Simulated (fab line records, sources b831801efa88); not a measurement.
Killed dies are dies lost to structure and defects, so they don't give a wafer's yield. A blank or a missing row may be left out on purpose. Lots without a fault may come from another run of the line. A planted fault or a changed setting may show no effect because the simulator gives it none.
Problem report in the 8D (eight disciplines) form, filled by code | flow gf180mcu | the parts of the form that need people (team, actions taken, sign-off) are left out

1. THE PROBLEM
cd_nm at GF_TOP_METAL_CD_MEAS_14 reads a mean of 424.1 nm on 2 wafers of 1 lot; wafers without a fault read 439.9 nm with a standard deviation of 2.6. That is -6.1 standard deviations from the usual mean.
The step: target cd 440 nm.
First seen on wafer L710.1, day 31 18:19, on cd_sem-02. The record holds 33 wafers of 11 lots with a number at this step. Rule for "out", or "out of limits": more than 4 standard deviations from the usual mean. The other wafers with a number count as sound.

2. WHAT IT IS AND WHAT IT IS NOT
question                    | is                | is not
which readings at this step | cd_nm             | -
which lots                  | L710              | L699, L700, L702, L707, L708, L709, L711, L712, L713, L721
which wafers of those lots  | L710.1, L710.5    | L710.6
read on which gauges        | cd_sem-02         | cd_sem-01
when                        | from day 31 18:19 | up to then (19 sound wafers); but 12 sound wafers of L711, L712, L713, L721 came after

3. SUSPECTS, AND WHAT RULES EACH OUT
Counting: a tool at a process step up to the reading stays a suspect if it ran every lot that is out. Sound lots after the first of them don't rule it out here, since some wafers of a struck lot are sound.
- the gauge at GF_TOP_METAL_CD_MEAS_14: kept. All the wafers that are out were read on cd_sem-02, and no step on other tools shows them out.
- rie_metal-03 at GF_M5_METAL_ETCH_10 (etches the open film in Cl2/BCl3, stops on SiO2, target depth 627.5 nm, time 104.6 s): kept. It ran the lot that is out, L710 (day 30 03:20); its last sound lot up to then is L708 (day 29 10:56).
- pvd_sputter-02 at GF_V5_SPUTTER_21 (material Ti, target thk 15 nm, time 80.02 s): kept. It ran the lot that is out, L710 (day 30 23:53); its last sound lot up to then is L709 (day 30 14:50).
- iline_stepper-01 at GF_TOP_METAL_EXPOSE_11 (exposes mask MetalTop, target cd 440 nm): kept. It ran the lot that is out, L710 (day 31 09:53); its last sound lot up to then is L709 (day 31 00:42).
Left after counting: rie_metal-03 at GF_M5_METAL_ETCH_10, pvd_sputter-02 at GF_V5_SPUTTER_21, iline_stepper-01 at GF_TOP_METAL_EXPOSE_11, cd_sem-02 at GF_TOP_METAL_CD_MEAS_14.

4. THE CAUSE (what the simulator had put in)
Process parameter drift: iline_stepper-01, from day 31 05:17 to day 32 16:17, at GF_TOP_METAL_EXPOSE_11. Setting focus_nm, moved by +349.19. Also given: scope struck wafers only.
Counting left 4 suspects, and this tool is among them.

5. THE CHAIN OF EFFECTS, in route order
Each row: a reading whose mean over the struck wafers that have a number lies more than 3 standard deviations from the usual. Only readings for which the record gives a usual standard deviation are gone through. hours: the time from each lot's start at the first step in this table that gives one to its start at this step, as a median over the lots. sigmas: the change in usual standard deviations.
hours | step                    | reading | usual    | on struck wafers | change | sigmas
0     | GF_TOP_METAL_CD_MEAS_14 | cd_nm   | 439.9 nm | 424.1            | -15.8  | -6.1

6. WHAT WOULD HAVE CAUGHT IT SOONER
In this record the first reading out of limits at a measuring or inspecting step was taken at day 31 18:19, 13 hours after the fault began at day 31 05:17.
Of the tool readings at GF_TOP_METAL_EXPOSE_11 for which the record gives a usual standard deviation, none was out on any struck wafer, so an alarm limit of 4 standard deviations on them would not have fired.
All the lots that are out (1) had begun GF_TOP_METAL_EXPOSE_11 on iline_stepper-01 by day 31 18:19. A hold on the tool at that time would have spared none of them.
